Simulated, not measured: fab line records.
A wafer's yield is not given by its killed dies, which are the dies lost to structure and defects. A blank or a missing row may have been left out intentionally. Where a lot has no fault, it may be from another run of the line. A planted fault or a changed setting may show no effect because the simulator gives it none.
Struck lot and sound lot, side by side ; flow sky130 ; 17 steps out of a route of 708
Sound: the wafers L578.1, L578.4, L578.5. Wafers struck: L591.2, L591.3, L591.4. The cause is named last.
Per side, at each step with rows, come the tool, then ch with its chambers, and then its first start. Under that, the readings that differ: sound wafers ; struck wafers ; difference of the means ; sigmas: that difference in standard deviations of wafers without a fault.
alike: readings with means less than 2 such deviations apart, plus words and numbers identical on both sides. not compared: withheld readings, readings lacking a value on some wafer, bounds such as >300 that could conceal the same value, and numbers that have no deviation in the record and whose values overlap.
The two part at a step that has a row with sigmas, a row that says differs or no value, or rows on one side only. When numbers do not overlap yet have no deviation, they are printed without sigmas and do not part them. Lack of a reading on every wafer of one side parts them only where that side has two or more wafers.

first, 3 steps without rows for these wafers: SKY_VIA3_EXPOSE_09 (exposes mask VIM3, target cd 200 nm); SKY_VIA3_PEB_10; SKY_VIA3_DEVELOP_11 (develop time 60 s).
SKY_VIA3_CD_MEAS_12: target cd 200 nm.
  sound on cd sem-02, day 39 23:50; struck on cd sem-02, day 43 23:18
  alike: cd nm
SKY_VIA3_OVL_MEAS_13:
  sound on overlay-02, day 39 23:57; struck on overlay-01, day 43 23:25
  alike: VIA3_OVL
SKY_VIA3_ETCH_14: etches BARC in N2/H2, stops on SiO2, time 45.9 s, target depth 60 nm.
  sound on rie diel-04 ch 0,2, day 39 23:59; struck on rie diel-04 ch 1,2,3, day 43 23:26
  alike: drypump motor current A, oes product au, throttle valve pct
  not compared: rf hours counter h
SKY_VIA3_ETCH_15: etches SiO2 in C4F8/O2/Ar, stops on TiN, target depth 507 nm, time 78 s.
  sound on rie diel-04 ch 0,2, day 40 00:02; struck on rie diel-04 ch 1,2,3, day 43 23:29
  alike: oes product au
  not compared: rf hours counter h
SKY_VIA3_STRIP_16: strips in O2/N2.
  sound on plasma asher-02 ch 0,1, day 40 00:05; struck on plasma asher-01 ch 0,1, day 43 23:32
  alike: drypump motor current A, oes product au, strip time to endpoint s
  not compared: rf hours counter h
then, 3 steps without rows for these wafers: SKY_VIA3_STRIP_17 (strips in post etch residue remover, time 1200 s); SKY_VIA3_CLEAN_18 (cleans in IPA, time 180 s); SKY_VIA3_CLEAN_19 (cleans in O3/DIW).
SKY_VIA3_SPUTTER_20: material TiN, target thk 20 nm, time 80 s.
  sound on pvd sputter-04, day 40 00:43; struck on pvd sputter-02, day 44 00:08
  alike: throttle valve pct
SKY_VIA3_CVD_21: deposits W, target thk 390 nm, time 117.31 s.
  sound on cvd w-02 ch 0, day 40 00:47; struck on cvd w-02 ch 0,1, day 44 00:11
  no value came back on the struck wafers for chamber pressure Torr (Torr), heater power outer w (W), heater power w (W); on the sound wafers chamber pressure Torr (Torr) reads 39.95 39.92 39.95
SKY_VIA3_RS_MEAS_22: a four-point-probe measurement.
  sound on film metro-04, day 40 00:54; struck on film metro-02, day 44 00:20
reading;sound;struck;difference;sigmas
VIA3_W_RS (ohm/sq);0.291 0.293 0.290;59.449 58.954 58.686;+58.738;+99 or more
SKY_VIA3_THK_MEAS_23: measures by xrf.
  sound on film metro-04, day 40 01:01; struck on film metro-02, day 44 00:27
  not compared: VIA3_W_THK
SKY_VIA3_CMP_24: polishes, stops on SiO2, t overpolish 20 s, target thk 0 nm.
  sound on cmp-02 ch 1,3, day 40 01:08; struck on cmp-01 ch 0,1,2, day 44 01:04
reading;sound;struck;difference;sigmas
time to endpoint s (s);95 94 94;5 4 6;-89;-30
  alike: motor current A, slurry filter dp kPa
-- the record jumps here: 5 days lie between the struck wafers' starts before and after (it left off in module VIA3 and takes up again in module PAD_OPEN, whose first step shown is number 708 of the route) --
SKY_PAD_OPEN_PROBE_99:
  sound on prober-02, day 46 00:44; struck on prober-01, day 49 09:20
reading;sound;struck;difference;sigmas
defect limited yield (%);83.5 79.1 80.7;0 0 0;-81;-43
killed_at_M0_to_M3;27 48 46;443 449 451;+407;+57
killed dies;81 103 95;492 492 492;+399;+43
killed on rim;12 18 18;96 96 96;+80;+20
sort_bin_5_function (%);10.2 13.8 12.6;92.7 93.5 91.9;+80.5;+54
sort n pass;411 389 397;0 0 0;-399;-43
sort yield pct (%);83.5 79.1 80.7;0 0 0;-81;-43
  alike: killed_at_M4_up, killed at contacts, killed at front end, killed at other, killed open, killed short, sort_bin_3_pad_short, sort_bin_6_memory

== WHERE THEY PART ==
At SKY_VIA3_CVD_21 first; at SKY_PAD_OPEN_PROBE_99 last (within this record only).

WHY: what had been put in by the simulator
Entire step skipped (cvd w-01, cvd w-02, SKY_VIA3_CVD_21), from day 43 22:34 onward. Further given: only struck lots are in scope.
